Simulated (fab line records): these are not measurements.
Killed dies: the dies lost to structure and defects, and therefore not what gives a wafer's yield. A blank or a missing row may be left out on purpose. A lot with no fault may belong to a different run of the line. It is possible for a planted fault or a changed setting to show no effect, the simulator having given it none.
Check of tool commonality || flow gf180mcu || Sample size 11 lots and 33 wafers

REASON IT WAS OPENED
GF_VT_IMPLANT_TW_MEAS_32, reading VT_IMPLANT_3_TW: flagged on 1 of 11 lots. Fault-free wafers read 268, with a standard deviation of 4.6.
Rule: flag the lot when none of its wafers has a number, or when each of its wafers that has one lies beyond 4 standard deviations from that mean. The rest of the lots are taken to be sound.

{"lot": "L269", "measured": "day 6 19:56", "on": "film-metro-03", "VT_IMPLANT_3_TW, wafer by wafer": "262 262 261", "flag": ""}
{"lot": "L273", "measured": "day 8 00:16", "on": "film-metro-04", "VT_IMPLANT_3_TW, wafer by wafer": "270 270 269", "flag": ""}
{"lot": "L274", "measured": "day 8 10:49", "on": "film-metro-04", "VT_IMPLANT_3_TW, wafer by wafer": "30 30 30", "flag": "FLAGGED"}
{"lot": "L282", "measured": "day 10 10:30", "on": "film-metro-03", "VT_IMPLANT_3_TW, wafer by wafer": "264 265 265", "flag": ""}
{"lot": "L283", "measured": "day 10 19:56", "on": "film-metro-03", "VT_IMPLANT_3_TW, wafer by wafer": "265 264 264", "flag": ""}
{"lot": "L284", "measured": "day 10 22:48", "on": "film-metro-04", "VT_IMPLANT_3_TW, wafer by wafer": "271 270 270", "flag": ""}
{"lot": "L285", "measured": "day 11 05:37", "on": "film-metro-04", "VT_IMPLANT_3_TW, wafer by wafer": "271 270 270", "flag": ""}
{"lot": "L288", "measured": "day 12 02:23", "on": "film-metro-02", "VT_IMPLANT_3_TW, wafer by wafer": "273 271 272", "flag": ""}
{"lot": "L289", "measured": "day 12 08:30", "on": "film-metro-02", "VT_IMPLANT_3_TW, wafer by wafer": "273 273 273", "flag": ""}
{"lot": "L290", "measured": "day 12 15:54", "on": "film-metro-04", "VT_IMPLANT_3_TW, wafer by wafer": "270 270 270", "flag": ""}
{"lot": "L292", "measured": "day 13 06:07", "on": "film-metro-03", "VT_IMPLANT_3_TW, wafer by wafer": "262 262 262", "flag": ""}
The mean of the flagged lots' numbers is 30, -238 from the usual (-52 standard deviations).

EACH LOT AND THE TOOL IT RAN ON
The record holds 3 process steps before the reading, out of a route of 602 steps. Read each cell as the tool, then ch plus the chambers that the sampled wafers visited, then the start.
{"lot": "L269", "flag": "", "GF_NWELL_STRIP_10": "plasma-asher-02 ch 1, day 3 08:31", "GF_VT_IMPLANT_STRIP_20": "plasma-asher-02 ch 0,1, day 6 04:18", "GF_VT_IMPLANT_STRIP_31": "plasma-asher-04 ch 0,1, day 6 19:50"}
{"lot": "L273", "flag": "", "GF_NWELL_STRIP_10": "plasma-asher-04 ch 1, day 4 06:09", "GF_VT_IMPLANT_STRIP_20": "plasma-asher-02 ch 0,1, day 7 08:22", "GF_VT_IMPLANT_STRIP_31": "plasma-asher-02 ch 0,1, day 8 00:09"}
{"lot": "L274", "flag": "FLAGGED", "GF_NWELL_STRIP_10": "plasma-asher-02 ch 0,1, day 4 16:02", "GF_VT_IMPLANT_STRIP_20": "plasma-asher-02 ch 0,1, day 7 17:43", "GF_VT_IMPLANT_STRIP_31": "plasma-asher-04 ch 0,1, day 8 10:43"}
{"lot": "L282", "flag": "", "GF_NWELL_STRIP_10": "plasma-asher-01 ch 0,1, day 6 04:48", "GF_VT_IMPLANT_STRIP_20": "plasma-asher-04 ch 0,1, day 9 16:38", "GF_VT_IMPLANT_STRIP_31": "plasma-asher-04 ch 0,1, day 10 10:23"}
{"lot": "L283", "flag": "", "GF_NWELL_STRIP_10": "plasma-asher-02 ch 0,1, day 6 13:44", "GF_VT_IMPLANT_STRIP_20": "plasma-asher-02 ch 0,1, day 10 00:38", "GF_VT_IMPLANT_STRIP_31": "plasma-asher-04 ch 0,1, day 10 19:50"}
{"lot": "L284", "flag": "", "GF_NWELL_STRIP_10": "plasma-asher-04 ch 0,1, day 6 18:02", "GF_VT_IMPLANT_STRIP_20": "plasma-asher-01 ch 0,1, day 10 04:29", "GF_VT_IMPLANT_STRIP_31": "plasma-asher-04 ch 0,1, day 10 22:42"}
{"lot": "L285", "flag": "", "GF_NWELL_STRIP_10": "plasma-asher-02 ch 0,1, day 6 21:52", "GF_VT_IMPLANT_STRIP_20": "plasma-asher-04 ch 0,1, day 10 11:23", "GF_VT_IMPLANT_STRIP_31": "plasma-asher-01 ch 0,1, day 11 05:30"}
{"lot": "L288", "flag": "", "GF_NWELL_STRIP_10": "plasma-asher-01 ch 0,1, day 7 16:15", "GF_VT_IMPLANT_STRIP_20": "plasma-asher-04 ch 0,1, day 11 07:21", "GF_VT_IMPLANT_STRIP_31": "plasma-asher-01 ch 0,1, day 12 02:17"}
{"lot": "L289", "flag": "", "GF_NWELL_STRIP_10": "plasma-asher-01 ch 0,1, day 7 20:47", "GF_VT_IMPLANT_STRIP_20": "plasma-asher-01 ch 0,1, day 11 13:44", "GF_VT_IMPLANT_STRIP_31": "plasma-asher-02 ch 0,1, day 12 08:23"}
{"lot": "L290", "flag": "", "GF_NWELL_STRIP_10": "plasma-asher-04 ch 1, day 8 03:48", "GF_VT_IMPLANT_STRIP_20": "plasma-asher-01 ch 1, day 11 20:50", "GF_VT_IMPLANT_STRIP_31": "plasma-asher-01 ch 1, day 12 15:47"}
{"lot": "L292", "flag": "", "GF_NWELL_STRIP_10": "plasma-asher-01 ch 0,1, day 8 15:44", "GF_VT_IMPLANT_STRIP_20": "plasma-asher-04 ch 0,1, day 12 10:04", "GF_VT_IMPLANT_STRIP_31": "plasma-asher-02 ch 0,1, day 13 06:02"}
What the steps here do:
- GF_NWELL_STRIP_10: strips in O2/N2.
- GF_VT_IMPLANT_STRIP_20: strips in O2/N2.
- GF_VT_IMPLANT_STRIP_31: strips in O2/N2.
- GF_VT_IMPLANT_TW_MEAS_32

FLAGGED AGAINST TOTAL, ONE TOOL AT A TIME (gauges that did the reading follow at the end)
{"step": "GF_NWELL_STRIP_10", "tool": "plasma-asher-01", "lots run": 4, "flagged": 0, "share of the flagged lots": "none", "sound lots run after its first flagged lot": "-"}
{"step": "GF_NWELL_STRIP_10", "tool": "plasma-asher-02", "lots run": 4, "flagged": 1, "share of the flagged lots": "all", "sound lots run after its first flagged lot": "2 (L283,L285)"}
{"step": "GF_NWELL_STRIP_10", "tool": "plasma-asher-04", "lots run": 3, "flagged": 0, "share of the flagged lots": "none", "sound lots run after its first flagged lot": "-"}
{"step": "GF_VT_IMPLANT_STRIP_20", "tool": "plasma-asher-01", "lots run": 3, "flagged": 0, "share of the flagged lots": "none", "sound lots run after its first flagged lot": "-"}
{"step": "GF_VT_IMPLANT_STRIP_20", "tool": "plasma-asher-02", "lots run": 4, "flagged": 1, "share of the flagged lots": "all", "sound lots run after its first flagged lot": "1 (L283)"}
{"step": "GF_VT_IMPLANT_STRIP_20", "tool": "plasma-asher-04", "lots run": 4, "flagged": 0, "share of the flagged lots": "none", "sound lots run after its first flagged lot": "-"}
{"step": "GF_VT_IMPLANT_STRIP_31", "tool": "plasma-asher-01", "lots run": 3, "flagged": 0, "share of the flagged lots": "none", "sound lots run after its first flagged lot": "-"}
{"step": "GF_VT_IMPLANT_STRIP_31", "tool": "plasma-asher-02", "lots run": 3, "flagged": 0, "share of the flagged lots": "none", "sound lots run after its first flagged lot": "-"}
{"step": "GF_VT_IMPLANT_STRIP_31", "tool": "plasma-asher-04", "lots run": 5, "flagged": 1, "share of the flagged lots": "all", "sound lots run after its first flagged lot": "3 (L282,L283,L284)"}
{"step": "GF_VT_IMPLANT_TW_MEAS_32", "tool": "film-metro-02", "lots run": 2, "flagged": 0, "share of the flagged lots": "none", "sound lots run after its first flagged lot": "-"}
{"step": "GF_VT_IMPLANT_TW_MEAS_32", "tool": "film-metro-03", "lots run": 4, "flagged": 0, "share of the flagged lots": "none", "sound lots run after its first flagged lot": "-"}
{"step": "GF_VT_IMPLANT_TW_MEAS_32", "tool": "film-metro-04", "lots run": 5, "flagged": 1, "share of the flagged lots": "all", "sound lots run after its first flagged lot": "3 (L284,L285,L290)"}

THE TABLE: WHAT IT ALLOWS
4 rows of the table ran every flagged lot: plasma-asher-02 at GF_NWELL_STRIP_10, plasma-asher-02 at GF_VT_IMPLANT_STRIP_20, plasma-asher-04 at GF_VT_IMPLANT_STRIP_31, film-metro-04 at GF_VT_IMPLANT_TW_MEAS_32.
- plasma-asher-02 at GF_NWELL_STRIP_10: 1 of its 4 lots flagged. After the first flagged lot (L283, L285), sound lots still ran on it; a lasting fault on the whole tool would not permit that.
- plasma-asher-02 at GF_VT_IMPLANT_STRIP_20: 1 of its 4 lots flagged. After the first flagged lot (L283), sound lots still ran on it; a lasting fault on the whole tool would not permit that. Its own readings lie more than 4 standard deviations out on every wafer of the flagged lots: oes-product-au.
- plasma-asher-04 at GF_VT_IMPLANT_STRIP_31: 1 of its 5 lots flagged. After the first flagged lot (L282, L283, L284), sound lots still ran on it; a lasting fault on the whole tool would not permit that. Its own readings lie more than 4 standard deviations out on every wafer of the flagged lots: strip-time-to-endpoint-s.
- film-metro-04 at GF_VT_IMPLANT_TW_MEAS_32: 1 of its 5 lots flagged. After the first flagged lot (L284, L285, L290), sound lots still ran on it; a lasting fault on the whole tool would not permit that.
Not one row of the table ran every flagged lot while running no sound lot after the first.

WHAT THE SIMULATOR PUT IN
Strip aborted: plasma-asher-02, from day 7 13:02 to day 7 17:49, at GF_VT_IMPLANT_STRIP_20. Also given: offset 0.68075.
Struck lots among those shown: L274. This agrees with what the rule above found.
